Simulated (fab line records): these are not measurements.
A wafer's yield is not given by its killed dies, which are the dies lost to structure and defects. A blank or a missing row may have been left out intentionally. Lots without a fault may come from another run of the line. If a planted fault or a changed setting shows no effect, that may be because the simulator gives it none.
A lot that was struck, set against a sound lot + flow sfqLine + 19 out of 325 route steps
Sound: wafers L600.2, L600.3, L600.5. Struck: wafer L611.3 (left out: L611.2, L611.5 of the same lot, which were not struck); the cause appears at the end.
For every step that has rows: the tool of each side, followed by ch and its chambers, followed by its first start. Under that, the readings that differ: sound wafers + struck wafers + difference of the means + sigmas: that difference in standard deviations of wafers without a fault.
alike: words and numbers the same on both sides, and readings whose means are apart by under 2 such deviations; not compared: readings that were withheld, readings missing a value for some wafer, numbers with overlapping values and no deviation given by the record, and bounds like >300 which may hide the same value.
A row with sigmas, a row that says differs or no value, or rows on one side alone: a step with any of these is where the two part. Numbers that have no deviation but don't overlap get no sigmas and don't part them. A reading that every wafer of one side lacks parts them only if that side has two wafers or more.

SFQ_M6_OVL_MEAS_940:
  struck on overlay-02, day 78 11:52; sound on overlay-01, day 75 13:18
  alike: M6_OVL
then, 1 step without rows for these wafers: SFQ_TRILAYER_M6_BARC_OPEN_METAL_ETCH_206 (etches BARC in O2, target depth 125 nm, time 41.7 s).
SFQ_TRILAYER_M6_ETCH_METAL_ETCH_162: etches Nb in Cl2/Ar, stops on SiO2, target depth 240 nm, time 120 s.
  sound on rieMetal-03 ch 0, day 75 13:23; struck on rieMetal-01 ch 0, day 78 11:58
  alike: drypumpMotorCurrentA, oesProductAu
  not compared: rfHoursCounterH
SFQ_TRILAYER_M6_STRIP_STRIP_163: strips in O2.
  sound on rieMetal-03 ch 0, day 75 13:31; struck on rieMetal-01 ch 0, day 78 12:05
  alike: drypumpMotorCurrentA, oesProductAu
  not compared: rfHoursCounterH
then, 1 step without rows for these wafers: SFQ_TRILAYER_M6_STRIP_SOLV_CLEAN_164 (cleans in NMP, time 600 s).
SFQ_TRILAYER_I6_DEP_PECVD_165: deposits SiO2 from SiH4/N2O, time 111.11 s, target thk 500 nm.
  sound on pecvd-01 ch 0,1,2, day 75 14:28; struck on pecvd-03 ch 0, day 78 12:52
  alike: heaterPowerW, throttleValvePct
SFQ_TRILAYER_I6_CMP_CMP_166: polishes SiO2.
  sound on cmp-02 ch 2,3, day 75 20:52; struck on cmp-02 ch 0, day 78 13:26
  alike: motorCurrentA, platenRpm, slurryFilterDpKPa, timeToEndpointS
SFQ_I6_BOW_MEAS_941:
  struck on filmMetro-04, day 78 15:58; sound on filmMetro-02, day 75 23:53
| reading     | sound    | struck | difference | sigmas |
|-------------|----------|--------|------------|--------|
| I6_BOW (um) | 1 -4 -15 | 24     | +30        | +3     |
then, 4 steps without rows for these wafers: SFQ_TRILAYER_I6_METRO_MEASURE_167; SFQ_TRILAYER_I6_VIA_LITHO_COAT_174 (resist thk 62 nm); SFQ_TRILAYER_I6_VIA_LITHO_COAT_169 (resist thk 650 nm); SFQ_TRILAYER_I6_VIA_LITHO_SOFTBAKE_173.
-- the record jumps here: 4 days lie between the struck wafers' starts before and after --
SFQ_TRILAYER_I6_VIA_LITHO_EXPOSE_170: exposes mask I6, target cd 700 nm.
  sound on krfScanner-02 ch 0, day 79 23:12; struck on krfScanner-01 ch 0, day 82 06:31
  alike: mask
then, 2 steps without rows for these wafers: SFQ_TRILAYER_I6_VIA_LITHO_PEB_172 (peb time 60 s); SFQ_TRILAYER_I6_VIA_LITHO_DEVELOP_171 (time 60 s).
SFQ_I6_OVL_MEAS_942:
  struck on overlay-02, day 82 07:49; sound on overlay-01, day 80 00:43
  alike: I6_OVL
SFQ_TRILAYER_I6_VIA_BARC_OPEN_VIA_ETCH_235: etches BARC in O2, target depth 125 nm, time 41.7 s.
  sound on rieDiel-04 ch 1,3, day 80 00:44; struck on rieDiel-02 ch 1, day 82 07:51
| reading            | sound             | struck | difference | sigmas |
|--------------------|-------------------|--------|------------|--------|
| model.I6.cdNm (nm) | 697.6 700.3 698.4 | 705.6  | +6.8       |        |
  alike: drypumpMotorCurrentA, oesProductAu
  not compared: rfHoursCounterH
SFQ_TRILAYER_I6_VIA_ETCH_VIA_ETCH_172: etches SiO2 in CHF3, stops on Nb, target depth 260 nm.
  sound on rieDiel-04 ch 1,3, day 80 00:47; struck on rieDiel-02 ch 1, day 82 07:53
| reading            | sound             | struck | difference | sigmas |
|--------------------|-------------------|--------|------------|--------|
| model.I6.cdNm (nm) | 696.2 700.1 697.7 | 706.8  | +8.8       |        |
  alike: drypumpMotorCurrentA, oesProductAu
SFQ_TRILAYER_I6_VIA_STRIP_STRIP_173: strips in O2.
  sound on rieMetal-01 ch 0,1, day 80 00:54; struck on rieMetal-03 ch 0, day 82 08:01
  alike: drypumpMotorCurrentA, oesProductAu
  not compared: rfHoursCounterH

## WHERE THEY PART
Only at SFQ_I6_BOW_MEAS_941, within this record. Later steps at which nothing parts them and some readings are alike: SFQ_TRILAYER_I6_VIA_LITHO_EXPOSE_170, SFQ_I6_OVL_MEAS_942, SFQ_TRILAYER_I6_VIA_BARC_OPEN_VIA_ETCH_235, SFQ_TRILAYER_I6_VIA_ETCH_VIA_ETCH_172, SFQ_TRILAYER_I6_VIA_STRIP_STRIP_173.

WHY: what the simulator had put in
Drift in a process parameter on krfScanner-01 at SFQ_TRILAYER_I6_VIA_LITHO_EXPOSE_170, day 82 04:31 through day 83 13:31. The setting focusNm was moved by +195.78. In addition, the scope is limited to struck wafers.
